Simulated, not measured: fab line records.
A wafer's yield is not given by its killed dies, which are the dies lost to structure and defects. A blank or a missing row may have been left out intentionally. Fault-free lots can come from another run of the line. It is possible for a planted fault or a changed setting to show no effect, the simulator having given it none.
A lot that was struck, set against a sound lot :: flow sky130 :: 20 steps out of a route of 708
Sound: the wafers L432.1, L432.5, L432.6. Wafers struck: L445.1, L445.2, L445.4. The cause is given at the end.
At each step with rows: each side's tool, then ch and its chambers, then its first start. Under that, the readings that differ: sound wafers :: struck wafers :: difference of the means :: sigmas: that difference in standard deviations of wafers without a fault.
alike: readings whose means differ by less than 2 such deviations, and words and numbers that are the same on both sides. not compared: withheld readings, readings that some wafer has no value for, bounds like >300 that may hide the same value, and numbers for which the record gives no deviation and whose values overlap.
The two part at a step that has a row with sigmas, a row that says differs or no value, or rows on one side only. When numbers do not overlap yet have no deviation, they are printed without sigmas and do not part them. A reading that every wafer of one side lacks parts them only if that side has two wafers or more.

SKY_FIELD_ISO_BOW_MEAS_00:
  sound on film-metro-01, day 1 15:00; struck on film-metro-01, day 4 08:00
  alike: INCOMING_BOW
then, 1 step without rows for these wafers: SKY_FIELD_ISO_OXIDATION_01 (stabilise 600 s, purge 300 s, target thk 12 nm).
SKY_FIELD_ISO_THK_MEAS_02:
  sound on film-metro-02, day 1 18:49; struck on film-metro-01, day 4 09:56
  alike: FIELD_ISO_OXIDATION_00_THK
then, 1 step without rows for these wafers: SKY_FIELD_ISO_CVD_03 (deposits Si3N4 from DCS/NH3, target thk 165 nm, time 2830 s).
SKY_FIELD_ISO_THK_MEAS_04:
  sound on film-metro-03, day 1 20:40; struck on film-metro-03, day 4 12:01
  alike: FIELD_ISO_CVD_03_THK
then, 5 steps without rows for these wafers: SKY_FIELD_ISO_DEHYDRATE_05 (time 60 s); SKY_FIELD_ISO_HMDS_06 (prime time 60 s); SKY_FIELD_ISO_COAT_07 (resist thk 60 nm); SKY_FIELD_ISO_COAT_08 (resist thk 450 nm); SKY_FIELD_ISO_SOFTBAKE_09 (time 90 s).
SKY_FIELD_ISO_EXPOSE_10: exposes mask FOM, target cd 150 nm.
  sound on krf-scanner-01 ch 0, day 2 04:26; struck on krf-scanner-01 ch 0, day 4 21:22
reading: exposure-dose-mJ-cm2
sound: 28.03 28.02 28.04
struck: 26.42 26.42 26.43
difference: -1.61
sigmas: -49
  alike: mask
then, 2 steps without rows for these wafers: SKY_FIELD_ISO_PEB_11; SKY_FIELD_ISO_DEVELOP_12 (develop time 60 s).
SKY_FIELD_ISO_CD_MEAS_13: target cd 150 nm.
  sound on cd-sem-01, day 2 11:59; struck on cd-sem-01, day 5 05:04
reading: cd-nm (nm)
sound: 148.8 148.2 149.3
struck: 119.9 152.0 136.2
difference: -12.7
sigmas: -7
SKY_FIELD_ISO_ETCH_14: etches BARC in N2/H2, stops on SiO2, time 45.9 s, target depth 60 nm.
  sound on rie-diel-04 ch 0,3, day 2 12:07; struck on rie-diel-03 ch 2,3, day 5 05:11
  alike: drypump-motor-current-A, oes-product-au, throttle-valve-pct
  not compared: rf-hours-counter-h, model.FIELD_ISO.cd-nm
SKY_FIELD_ISO_ETCH_15: etches the open film in CHF3/O2, stops on Si, target depth 180 nm, time 72 s.
  sound on rie-diel-04 ch 0,3, day 2 12:09; struck on rie-diel-03 ch 2,3, day 5 05:13
  alike: drypump-motor-current-A, oes-product-au, throttle-valve-pct
  not compared: rf-hours-counter-h
SKY_FIELD_ISO_STRIP_16: strips in O2/N2.
  sound on plasma-asher-01 ch 0,1, day 2 12:13; struck on plasma-asher-01 ch 0,1, day 5 05:17
  alike: drypump-motor-current-A, oes-product-au, strip-time-to-endpoint-s
  not compared: rf-hours-counter-h
SKY_FIELD_ISO_ETCH_17: etches Si in HBr/Cl2/O2, target depth 342 nm, time 97.7 s.
  sound on rie-si-01 ch 1,2, day 2 12:19; struck on rie-si-02 ch 0,1,2, day 5 05:23
  alike: drypump-motor-current-A, oes-product-au, throttle-valve-pct
  not compared: rf-hours-counter-h, model.FIELD_ISO.cd-nm
then, 1 step without rows for these wafers: SKY_FIELD_ISO_WET_ETCH_18 (etches Si3N4 in H3PO4, target depth 25 nm, time 286 s).
-- a jump in the record: the struck wafers' starts before and after are 44 days apart (it breaks off in module FIELD_ISO and resumes in module PAD_OPEN, where the first step shown is number 708 of the route) --
SKY_PAD_OPEN_PROBE_99:
  sound on prober-02, day 46 04:08; struck on prober-01, day 49 05:37
reading: killed-at-front-end
sound: 14 17 12
struck: 294 25 18
difference: +98
sigmas: +20

reading: killed-dies
sound: 83 65 64
struck: 377 95 104
difference: +121
sigmas: +11

reading: killed-on-rim
sound: 24 13 8
struck: 94 21 21
difference: +30
sigmas: +7

reading: killed-open
sound: 44 26 36
struck: 58 50 55
difference: +19
sigmas: +2
  alike: killed_at_M0_to_M3, killed_at_M4_up, killed-at-contacts, killed-at-other, killed-short

== WHERE THEY PART ==
Last at SKY_PAD_OPEN_PROBE_99 as far as this record goes, first at SKY_FIELD_ISO_EXPOSE_10.

WHY: what the simulator had put in
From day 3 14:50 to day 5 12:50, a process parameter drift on krf-scanner-01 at SKY_FIELD_ISO_EXPOSE_10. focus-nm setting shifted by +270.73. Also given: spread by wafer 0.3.
